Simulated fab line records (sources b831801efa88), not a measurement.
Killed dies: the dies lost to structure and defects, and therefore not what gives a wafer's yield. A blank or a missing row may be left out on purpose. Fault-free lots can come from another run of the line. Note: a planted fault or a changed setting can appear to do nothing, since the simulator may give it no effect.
Matching of chambers / flow sky130 / SKY_LI_CONTACT_CMP_24 on cmp-02 has 4 sister chambers
The step polishes, stops on PSG, t overpolish 20 s, target thk 0 nm. 18 wafers are shown with their chamber, then 9 later ones without.

## EACH WAFER AND ITS CHAMBER
wafer=L666.1; chamber=3; motorCurrentA (A)=10.4; overpolishRunS (s)=20.005; timeToEndpointS (s)=101
wafer=L666.2; chamber=1; motorCurrentA (A)=11.9; overpolishRunS (s)=20.004; timeToEndpointS (s)=109
wafer=L666.5; chamber=1; motorCurrentA (A)=11.7; overpolishRunS (s)=20.024; timeToEndpointS (s)=106
wafer=L667.4; chamber=1; motorCurrentA (A)=11.5; overpolishRunS (s)=20.009; timeToEndpointS (s)=101
wafer=L667.5; chamber=3; motorCurrentA (A)=10.6; overpolishRunS (s)=19.999; timeToEndpointS (s)=96
wafer=L667.6; chamber=2; motorCurrentA (A)=12.6; overpolishRunS (s)=19.998; timeToEndpointS (s)=96
wafer=L671.1; chamber=2; motorCurrentA (A)=12.4; overpolishRunS (s)=20.007; timeToEndpointS (s)=98
wafer=L671.3; chamber=3; motorCurrentA (A)=10.8; overpolishRunS (s)=19.995; timeToEndpointS (s)=97
wafer=L671.6; chamber=1; motorCurrentA (A)=11.5; overpolishRunS (s)=19.998; timeToEndpointS (s)=102
wafer=L675.1; chamber=2; motorCurrentA (A)=12.1; overpolishRunS (s)=20.001; timeToEndpointS (s)=102
wafer=L675.3; chamber=3; motorCurrentA (A)=10.7; overpolishRunS (s)=19.992; timeToEndpointS (s)=97
wafer=L675.5; chamber=2; motorCurrentA (A)=12.1; overpolishRunS (s)=20.005; timeToEndpointS (s)=104
wafer=L679.1; chamber=3; motorCurrentA (A)=11.2; overpolishRunS (s)=19.995; timeToEndpointS (s)=95
wafer=L679.2; chamber=0; motorCurrentA (A)=9.4; overpolishRunS (s)=19.984; timeToEndpointS (s)=93
wafer=L679.4; chamber=2; motorCurrentA (A)=11.5; overpolishRunS (s)=20.001; timeToEndpointS (s)=95
wafer=L680.2; chamber=2; motorCurrentA (A)=12.6; overpolishRunS (s)=20.014; timeToEndpointS (s)=98
wafer=L680.4; chamber=1; motorCurrentA (A)=11.7; overpolishRunS (s)=20.002; timeToEndpointS (s)=100
wafer=L680.6; chamber=1; motorCurrentA (A)=11.4; overpolishRunS (s)=19.998; timeToEndpointS (s)=101

SIGNATURES (means of the wafers above)
reading=motorCurrentA; chamber 0=9.400; chamber 1=11.617; chamber 2=12.217; chamber 3=10.740; scatter within a chamber=0.315
reading=overpolishRunS; chamber 0=19.98400; chamber 1=20.00583; chamber 2=20.00433; chamber 3=19.99720; scatter within a chamber=0.00729
reading=timeToEndpointS; chamber 0=93.00; chamber 1=103.17; chamber 2=98.83; chamber 3=97.20; scatter within a chamber=3.21
Rule: for each reading, subtract the chamber's mean from the wafer's reading, divide by that reading's scatter and square the result; add these up over the readings and take the root, which gives the wafer's distance from the chamber. If the next closest chamber is less than 2 further off than the closest, the wafer can't be placed; otherwise it belongs to the closest. The scatter is the square root of a quotient: the sum, over the shown wafers, of each reading's squared deviation from its chamber's mean, divided by wafers minus chambers.

## WAFERS MISSING THEIR CHAMBER
wafer=L682.3; motorCurrentA (A)=12.0; overpolishRunS (s)=19.998; timeToEndpointS (s)=104
wafer=L682.4; motorCurrentA (A)=12.5; overpolishRunS (s)=20.000; timeToEndpointS (s)=103
wafer=L682.5; motorCurrentA (A)=10.9; overpolishRunS (s)=19.984; timeToEndpointS (s)=101
wafer=L683.1; motorCurrentA (A)=12.2; overpolishRunS (s)=20.001; timeToEndpointS (s)=106
wafer=L683.2; motorCurrentA (A)=10.5; overpolishRunS (s)=19.994; timeToEndpointS (s)=100
wafer=L683.3; motorCurrentA (A)=9.1; overpolishRunS (s)=20.006; timeToEndpointS (s)=101
wafer=L686.3; motorCurrentA (A)=12.1; overpolishRunS (s)=19.994; timeToEndpointS (s)=97
wafer=L686.4; motorCurrentA (A)=9.3; overpolishRunS (s)=19.999; timeToEndpointS (s)=94
wafer=L686.6; motorCurrentA (A)=11.4; overpolishRunS (s)=20.002; timeToEndpointS (s)=97

## EACH ONE'S CHAMBER
wafer=L682.3; from the rows above=can't be placed: 1 or 2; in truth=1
wafer=L682.4; from the rows above=can't be placed: 2 or 1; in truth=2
wafer=L682.5; from the rows above=can't be placed: 3 or 1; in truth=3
wafer=L683.1; from the rows above=can't be placed: 1 or 2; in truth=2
wafer=L683.2; from the rows above=3; in truth=3
wafer=L683.3; from the rows above=can't be placed: 0 or 3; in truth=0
wafer=L686.3; from the rows above=can't be placed: 2 or 1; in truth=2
wafer=L686.4; from the rows above=0; in truth=0
wafer=L686.6; from the rows above=can't be placed: 1 or 3 or 2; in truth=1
Placed correctly: 2 of 9. Can't be placed from these rows: 7 (the true chamber is among the candidates in 7). Placed wrongly: 0.
